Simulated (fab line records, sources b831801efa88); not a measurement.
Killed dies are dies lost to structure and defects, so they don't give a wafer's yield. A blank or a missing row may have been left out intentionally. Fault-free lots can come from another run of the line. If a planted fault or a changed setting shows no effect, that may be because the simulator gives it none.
Struck lot and sound lot, side by side || flow sky130 || 16 out of 708 route steps
Sound: the wafers L417.4, L417.5, L417.6. Struck: wafer L435.6 (left out: L435.3, a lot-mate that was not struck); the cause follows at the end.
Each step with rows lists, per side, the tool, then ch with its chambers, then its first start. Under that, the readings that differ: sound wafers || struck wafers || difference of the means || sigmas: that difference in standard deviations of wafers without a fault.
alike: words and numbers the same on both sides, and readings whose means are apart by under 2 such deviations; not compared: readings that were withheld, readings missing a value for some wafer, numbers with overlapping values and no deviation given by the record, and bounds like >300 which may hide the same value.
A row with sigmas, a row that says differs or no value, or rows on one side alone: a step with any of these is where the two part. Numbers that don't overlap but have no deviation are shown without sigmas and don't part them. A reading missing from all wafers of one side parts the sides only when that side holds two or more wafers.

first, 3 steps without rows for these wafers: SKY_METAL2_EXPOSE_12 (exposes mask MM2, target cd 140 nm); SKY_METAL2_PEB_13; SKY_METAL2_DEVELOP_14 (develop time 60 s).
SKY_METAL2_CD_MEAS_15 targets a cd of 140 nm.
  sound: cd sem-01 at day 36 09:50; struck: cd sem-02 at day 42 10:15
  alike: cd nm
SKY_METAL2_OVL_MEAS_16:
  sound: overlay-01 at day 36 09:55; struck: overlay-01 at day 42 10:20
  alike: METAL2_OVL
SKY_METAL2_DESCUM_17: chemistry O2, time 8 s.
  sound on rie metal-04 ch 0,1, day 36 09:56; struck on rie metal-04 ch 1, day 42 10:23
  alike: drypump motor current A, oes product au
  not compared: rf hours counter h
SKY_METAL2_ETCH_18: etches BARC in N2/H2, stops on SiO2, time 45.9 s, target depth 60 nm.
  sound on rie metal-04 ch 0,1, day 36 09:59; struck on rie metal-04 ch 1, day 42 10:25
  alike: drypump motor current A, oes product au, throttle valve pct
  not compared: rf hours counter h
SKY_METAL2_METAL_ETCH_19: etches the open film in Cl2/BCl3, stops on SiO2, target depth 360 nm, time 78 s.
  sound on rie metal-04 ch 0,1, day 36 10:03; struck on rie metal-04 ch 1, day 42 10:29
  alike: drypump motor current A, oes product au, throttle valve pct
  not compared: rf hours counter h
SKY_METAL2_STRIP_20: strips in O2/N2.
  sound on plasma asher-04 ch 0,1, day 36 10:08; struck on plasma asher-04 ch 1, day 42 10:35
  alike: drypump motor current A, oes product au, strip time to endpoint s
  not compared: rf hours counter h
then, 3 steps without rows for these wafers: SKY_METAL2_STRIP_21 (strips in post etch residue remover, time 1200 s); SKY_METAL2_CLEAN_22 (cleans in IPA, time 180 s); SKY_METAL2_CLEAN_23 (cleans in O3/DIW).
SKY_VIA2_HDPCVD_00: deposits SiO2, target thk 1180 nm, time 196.7 s.
  sound on hdpcvd-01 ch 0,1,2, day 36 10:48; struck on hdpcvd-01 ch 2, day 42 11:08
{"reading": "model.SiO2_of_VIA2_HDPCVD_00.thk nm (nm)", "sound": "1181 1183 1199", "struck": 2017, "difference": "+829", "sigmas": ""}
SKY_VIA2_THK_MEAS_01:
  sound: film metro-04 at day 36 10:53; struck: film metro-01 at day 42 11:17
{"reading": "VIA2_HDPCVD_THK (nm)", "sound": "1181 1184 1200", "struck": 2017, "difference": "+829", "sigmas": "+69"}
SKY_VIA2_CMP_02: polishes SiO2.
  sound on cmp-02 ch 1,2,3, day 36 11:01; struck on cmp-02 ch 3, day 42 11:29
  alike: motor current A
-- the record jumps here: 9 days lie between the struck wafers' starts before and after (it left off in module VIA2 and takes up again in module PAD_OPEN, whose first step shown is number 708 of the route) --
SKY_PAD_OPEN_PROBE_99:
  only the struck wafers here have rows in the record (prober-02, day 51 09:11); the sound ones have none

WHERE THEY PART
At SKY_VIA2_THK_MEAS_01 first; at SKY_PAD_OPEN_PROBE_99 last (within this record only).

WHY: whatever the simulator had introduced
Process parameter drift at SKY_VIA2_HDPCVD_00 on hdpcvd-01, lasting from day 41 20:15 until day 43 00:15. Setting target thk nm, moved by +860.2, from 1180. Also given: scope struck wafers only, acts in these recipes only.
